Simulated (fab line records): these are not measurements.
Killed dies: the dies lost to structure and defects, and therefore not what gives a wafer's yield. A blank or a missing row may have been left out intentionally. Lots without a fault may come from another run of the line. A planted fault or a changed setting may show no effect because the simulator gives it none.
The tool behind it: which one? ; flow sky130 ; 14 lots with 42 wafers sampled at 4 steps, on a route of 708 steps

## WHAT THE GAUGES SHOWED, per wafer
The record lacks any reading of a measuring or inspecting step that a usual standard deviation could be used to judge.

## TOOL THAT RAN EACH LOT (tool first, then ch and the chambers of the sampled wafers, then the start)
lot;SKY_METAL4_SPUTTER_01;SKY_METAL4_SPUTTER_03;SKY_METAL4_SPUTTER_04;SKY_CAP2M_CVD_00
L538;pvdSputter-04, day 39 12:46;pvdSputter-04, day 39 12:50;pvdSputter-04, day 39 12:51;pecvd-01 ch 0,2, day 39 12:54
L540;pvdSputter-03, day 40 09:13;pvdSputter-03, day 40 09:16;pvdSputter-03, day 40 09:17;pecvd-01 ch 0,2, day 40 09:20
L543;pvdSputter-02, day 41 15:38;pvdSputter-02, day 41 15:42;pvdSputter-02, day 41 15:43;pecvd-01 ch 0,1,2, day 41 15:46
L544;pvdSputter-02, day 41 16:02;pvdSputter-02, day 41 16:07;pvdSputter-02, day 41 16:08;pecvd-03 ch 0,1, day 41 16:11
L545;pvdSputter-03, day 41 19:02;pvdSputter-03, day 41 19:06;pvdSputter-03, day 41 19:07;pecvd-02 ch 0,1,2, day 41 19:10
L546;pvdSputter-03, day 41 21:44;pvdSputter-03, day 41 21:48;pvdSputter-03, day 41 21:49;pecvd-03 ch 1,2, day 41 21:52
L548;pvdSputter-02, day 42 10:29;pvdSputter-02, day 42 10:33;pvdSputter-02, day 42 10:34;pecvd-03 ch 0,1, day 42 10:37
L549;pvdSputter-03, day 42 19:42;pvdSputter-03, day 42 19:46;pvdSputter-03, day 42 19:47;pecvd-01 ch 0,1,2, day 42 19:50
L553;pvdSputter-03, day 43 22:51;pvdSputter-03, day 43 22:55;pvdSputter-03, day 43 22:56;pecvd-02 ch 0,2, day 43 22:59
L555;pvdSputter-02, day 44 17:01;pvdSputter-02, day 44 17:05;pvdSputter-02, day 44 17:06;pecvd-01 ch 1,2, day 44 17:09
L557;pvdSputter-02, day 45 08:22;pvdSputter-02, day 45 08:26;pvdSputter-02, day 45 08:26;pecvd-03 ch 0,1,2, day 45 08:29
L559;pvdSputter-03, day 45 11:02;pvdSputter-03, day 45 11:06;pvdSputter-03, day 45 11:07;pecvd-01 ch 0,2, day 45 11:10
L558;pvdSputter-04, day 45 12:41;pvdSputter-04, day 45 12:46;pvdSputter-04, day 45 12:47;pecvd-02 ch 0,1,2, day 45 12:49
L561;pvdSputter-04, day 45 22:58;pvdSputter-04, day 45 23:02;pvdSputter-04, day 45 23:03;pecvd-01 ch 0,2, day 45 23:06
- SKY_METAL4_SPUTTER_01: material TiN, target thk 20 nm, time 16.7 s.
- SKY_METAL4_SPUTTER_03: material Ti, target thk 5 nm, time 3.3 s.
- SKY_METAL4_SPUTTER_04: material TiN, target thk 70 nm, time 58.3 s.
- SKY_CAP2M_CVD_00: deposits SiO2, target thk 15.5 nm.

## AS READ BY THE TOOLS THEMSELVES (means over the sampled wafers that have a number; for cases with no such wafer, the mark the record gives instead)
SKY_METAL4_SPUTTER_01. Usual: cathodeDcPowerW 6500.0 W, standard deviation 1.2; chamberPressurePa 0.4001 Pa, standard deviation 0.00082; throttleValvePct 29.8 %, standard deviation 1.1.
lot;tool;cathodeDcPowerW (W);chamberPressurePa (Pa);throttleValvePct (%);flag
L538;pvdSputter-04;6499.3;0.4006;30.4;
L540;pvdSputter-03;6499.9;0.4001;30.1;
L543;pvdSputter-02;6499.0;0.3993;29.6;
L544;pvdSputter-02;6500.5;0.3998;29.2;
L545;pvdSputter-03;-;-;-;OFF
L546;pvdSputter-03;-;-;-;OFF
L548;pvdSputter-02;6500.3;0.3993;29.3;
L549;pvdSputter-03;6498.9;0.3995;30.4;
L553;pvdSputter-03;6500.1;0.3999;29.4;
L555;pvdSputter-02;6500.1;0.3998;29.3;
L557;pvdSputter-02;6499.0;0.3996;29.5;
L559;pvdSputter-03;6500.5;0.3994;30.4;
L558;pvdSputter-04;6500.1;0.3996;31.2;
L561;pvdSputter-04;6501.1;0.4007;29.3;

SKY_METAL4_SPUTTER_03. Usual: cathodeDcPowerW 3000.0 W, standard deviation 0.51; chamberPressurePa 0.3825 Pa, standard deviation 0.00076; throttleValvePct 29.8 %, standard deviation 1.1.
lot;tool;cathodeDcPowerW (W);chamberPressurePa (Pa);throttleValvePct (%);flag
L538;pvdSputter-04;3000.3;0.3832;30.1;
L540;pvdSputter-03;3000.1;0.3821;30.1;
L543;pvdSputter-02;2999.9;0.3827;29.5;
L544;pvdSputter-02;3000.4;0.3824;29.3;
L545;pvdSputter-03;3000.0;0.3829;30.4;
L546;pvdSputter-03;2999.9;0.3818;31.1;
L548;pvdSputter-02;2999.7;0.3826;29.5;
L549;pvdSputter-03;3000.0;0.3825;30.2;
L553;pvdSputter-03;3000.3;0.3833;29.3;
L555;pvdSputter-02;3000.0;0.3827;29.3;
L557;pvdSputter-02;3000.2;0.3816;29.6;
L559;pvdSputter-03;3000.3;0.3824;30.2;
L558;pvdSputter-04;2999.6;0.3828;31.1;
L561;pvdSputter-04;3000.2;0.3827;29.4;

SKY_METAL4_SPUTTER_04. Usual: cathodeDcPowerW 6500.1 W, standard deviation 1; chamberPressurePa 0.4001 Pa, standard deviation 0.00085; throttleValvePct 29.8 %, standard deviation 1.1.
lot;tool;cathodeDcPowerW (W);chamberPressurePa (Pa);throttleValvePct (%);flag
L538;pvdSputter-04;6500.2;0.3991;30.4;
L540;pvdSputter-03;6500.5;0.3995;30.1;
L543;pvdSputter-02;6500.0;0.4012;29.5;
L544;pvdSputter-02;6500.3;0.4000;29.2;
L545;pvdSputter-03;6500.2;0.4013;30.3;
L546;pvdSputter-03;6500.8;0.3999;31.0;
L548;pvdSputter-02;6499.6;0.3998;29.4;
L549;pvdSputter-03;6501.3;0.4006;30.3;
L553;pvdSputter-03;6500.1;0.4003;29.3;
L555;pvdSputter-02;6499.4;0.4000;29.3;
L557;pvdSputter-02;6500.2;0.4010;29.5;
L559;pvdSputter-03;6500.4;0.3995;30.3;
L558;pvdSputter-04;6500.0;0.3993;31.1;
L561;pvdSputter-04;6500.6;0.4006;29.4;

SKY_CAP2M_CVD_00. Usual: heaterPowerW 709 W, standard deviation 99; rfFwdPowerW 441.5 W, standard deviation 1.8; susceptorTempC 400.00 C, standard deviation 0.22.
lot;tool;heaterPowerW (W);rfFwdPowerW (W);susceptorTempC (C);flag
L538;pecvd-01;630;442.4;400.12;
L540;pecvd-01;634;441.4;400.07;
L543;pecvd-01;622;441.9;399.98;
L544;pecvd-03;852;440.9;399.92;
L545;pecvd-02;715;443.0;399.89;
L546;pecvd-03;753;442.4;399.90;
L548;pecvd-03;808;439.7;400.09;
L549;pecvd-01;646;442.4;399.99;
L553;pecvd-02;746;443.2;399.92;
L555;pecvd-01;626;442.3;400.02;
L557;pecvd-03;748;440.3;400.21;
L559;pecvd-01;665;440.6;400.19;
L558;pecvd-02;738;442.9;400.00;
L561;pecvd-01;628;442.1;400.20;

## THE ANSWER, worked out from the rows above alone
Rule: lot off if the mean of its wafers having a number is beyond 3 standard deviations from the usual mean. Also off: a lot with no number at a reading for which 4 or more lots have one. The other lots that the step has rows for count as sound. First the gauges in route order, then the tools' own readings, where a lot's mean is used as printed above. At the first step where some lot is off, the reading lying furthest off is the one used; lots without a number count as furthest.
Off at SKY_METAL4_SPUTTER_01 (cathodeDcPowerW): L545, L546. Without a number there: L545, L546.
If a tool, at that step or one of the process steps before it, ran each lot that is off and ran no sound lot following the first of them, it fits. None of those tried fits.

## WHAT WAS PUT IN BY THE SIMULATOR
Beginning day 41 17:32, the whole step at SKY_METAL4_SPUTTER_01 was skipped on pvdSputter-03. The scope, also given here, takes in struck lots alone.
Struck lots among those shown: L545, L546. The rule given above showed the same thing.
